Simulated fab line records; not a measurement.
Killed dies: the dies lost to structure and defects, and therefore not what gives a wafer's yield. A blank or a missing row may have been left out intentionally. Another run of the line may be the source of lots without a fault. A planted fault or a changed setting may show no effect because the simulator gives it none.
Comparing a struck lot with a sound one + flow sfqLine + 20 steps out of a route of 325
Sound: these wafers, L978.2, L978.3, L978.5. Struck: wafer L985.3. (L985.2, L985.4 of the same lot were not struck and are left out.) The cause comes at the end.
Order at every step that has rows: each side's tool, ch and its chambers, its first start. Under that, the readings that differ: sound wafers + struck wafers + difference of the means + sigmas: that difference in standard deviations of wafers without a fault.
alike: a reading whose means differ by less than 2 such deviations, as well as words and numbers matching on both sides. not compared: withheld readings; readings where some wafer has no value; bounds like >300 that might hide an equal value; numbers whose values overlap and for which the record gives no deviation.
Wherever a step has rows on one side only, a row that says differs or no value, or a row with sigmas, the two part there. Non-overlapping numbers with no deviation appear without sigmas and do not part them. A reading that every wafer of one side lacks parts them only if that side has two wafers or more.

first, 2 steps without rows for these wafers: SFQ_TRILAYER_C5_LITHO_PEB_154 (peb time 60 s); SFQ_TRILAYER_C5_LITHO_DEVELOP_153 (time 60 s).
SFQ_C5_OVL_MEAS_937:
  struck on overlay-02, day 72 03:08; sound on overlay-02, day 70 07:35
  alike: C5_OVL
SFQ_TRILAYER_C5_BARC_OPEN_VIA_ETCH_210: etches BARC in O2, target depth 125 nm, time 41.7 s.
  sound on rieDiel-04 ch 1,3, day 70 07:37; struck on rieDiel-02 ch 1, day 72 03:10
  alike: drypumpMotorCurrentA, oesProductAu
  not compared: rfHoursCounterH
then, 1 step without rows for these wafers: SFQ_TRILAYER_C5_ETCH_VIA_ETCH_154 (etches SiO2 in CHF3, stops on Nb, target depth 84 nm).
SFQ_TRILAYER_C5_STRIP_STRIP_155: strips in O2.
  sound on rieMetal-04 ch 0,1, day 70 07:42; struck on rieMetal-03 ch 1, day 72 03:15
| reading                   | sound          | struck | difference | sigmas |
|---------------------------|----------------|--------|------------|--------|
| heBacksideLeakSccm (sccm) | 3.15 3.14 3.22 | 3.59   | +0.42      | +2     |
  alike: drypumpMotorCurrentA, oesProductAu
  not compared: rfHoursCounterH
then, 2 steps without rows for these wafers: SFQ_TRILAYER_C5_STRIP_SOLV_CLEAN_156 (cleans in NMP, time 600 s); SFQ_TRILAYER_M6_DEP_PRE_CLEAN_158 (time 22.5 s).
SFQ_TRILAYER_M6_DEP_SPUTTER_157: material Nb, target thk 200 nm, time 133.3 s.
  struck on pvdSputter-05, day 72 04:03; sound on pvdSputter-06, day 70 08:31
  alike: throttleValvePct
SFQ_M6_RS_MEAS_938: a four-point-probe measurement.
  struck on filmMetro-03, day 72 04:10; sound on filmMetro-02, day 70 08:37
  alike: M6_NB_RS
then, 1 step without rows for these wafers: SFQ_TRILAYER_M6_LITHO_COAT_164 (resist thk 62 nm).
SFQ_TRILAYER_M6_LITHO_COAT_159: resist thk 600 nm.
  sound on lithoTrack-01 ch 0, day 70 09:08; struck on lithoTrack-01 ch 0, day 72 04:40
| reading                                            | sound             | struck | difference | sigmas |
|----------------------------------------------------|-------------------|--------|------------|--------|
| model.KrF_of_TRILAYER_M6_LITHO_COAT_159.thkNm (nm) | 597.1 600.4 599.4 | 589.8  | -9.2       |        |
  alike: exhaustPa
then, 4 steps without rows for these wafers: SFQ_TRILAYER_M6_LITHO_SOFTBAKE_163; SFQ_TRILAYER_M6_LITHO_EXPOSE_160 (exposes mask M6, target cd 500 nm); SFQ_TRILAYER_M6_LITHO_PEB_162 (peb time 60 s); SFQ_TRILAYER_M6_LITHO_DEVELOP_161 (time 60 s).
-- the record jumps here: 4 days lie between the struck wafers' starts before and after --
SFQ_M6_OVL_MEAS_940:
  struck on overlay-01, day 76 09:23; sound on overlay-01, day 74 09:29
  alike: M6_OVL
SFQ_TRILAYER_M6_BARC_OPEN_METAL_ETCH_206: etches BARC in O2, target depth 125 nm, time 41.7 s.
  sound on rieMetal-03 ch 0, day 74 09:32; struck on rieMetal-04 ch 0, day 76 09:25
  alike: drypumpMotorCurrentA, heBacksideLeakSccm, oesProductAu
  not compared: rfHoursCounterH
SFQ_TRILAYER_M6_ETCH_METAL_ETCH_162: etches Nb in Cl2/Ar, stops on SiO2, target depth 240 nm, time 120 s.
  sound on rieMetal-03 ch 0, day 74 09:40; struck on rieMetal-04 ch 0, day 76 09:29
| reading                                            | sound             | struck | difference | sigmas |
|----------------------------------------------------|-------------------|--------|------------|--------|
| model.KrF_of_TRILAYER_M6_LITHO_COAT_159.thkNm (nm) | 379.1 381.7 380.9 | 374.4  | -6.2       |        |
  alike: drypumpMotorCurrentA, heBacksideLeakSccm, oesProductAu
  not compared: rfHoursCounterH
SFQ_TRILAYER_M6_STRIP_STRIP_163: strips in O2.
  sound on rieMetal-03 ch 0, day 74 10:05; struck on rieMetal-04 ch 0, day 76 09:37
  alike: drypumpMotorCurrentA, heBacksideLeakSccm, oesProductAu
  not compared: rfHoursCounterH

WHERE THEY PART
Only at SFQ_TRILAYER_C5_STRIP_STRIP_155, within this record. Later steps at which nothing parts them and some readings are alike: SFQ_TRILAYER_M6_DEP_SPUTTER_157, SFQ_M6_RS_MEAS_938, SFQ_TRILAYER_M6_LITHO_COAT_159, SFQ_M6_OVL_MEAS_940, SFQ_TRILAYER_M6_BARC_OPEN_METAL_ETCH_206, SFQ_TRILAYER_M6_ETCH_METAL_ETCH_162, SFQ_TRILAYER_M6_STRIP_STRIP_163.

WHY: the cause the simulator had injected
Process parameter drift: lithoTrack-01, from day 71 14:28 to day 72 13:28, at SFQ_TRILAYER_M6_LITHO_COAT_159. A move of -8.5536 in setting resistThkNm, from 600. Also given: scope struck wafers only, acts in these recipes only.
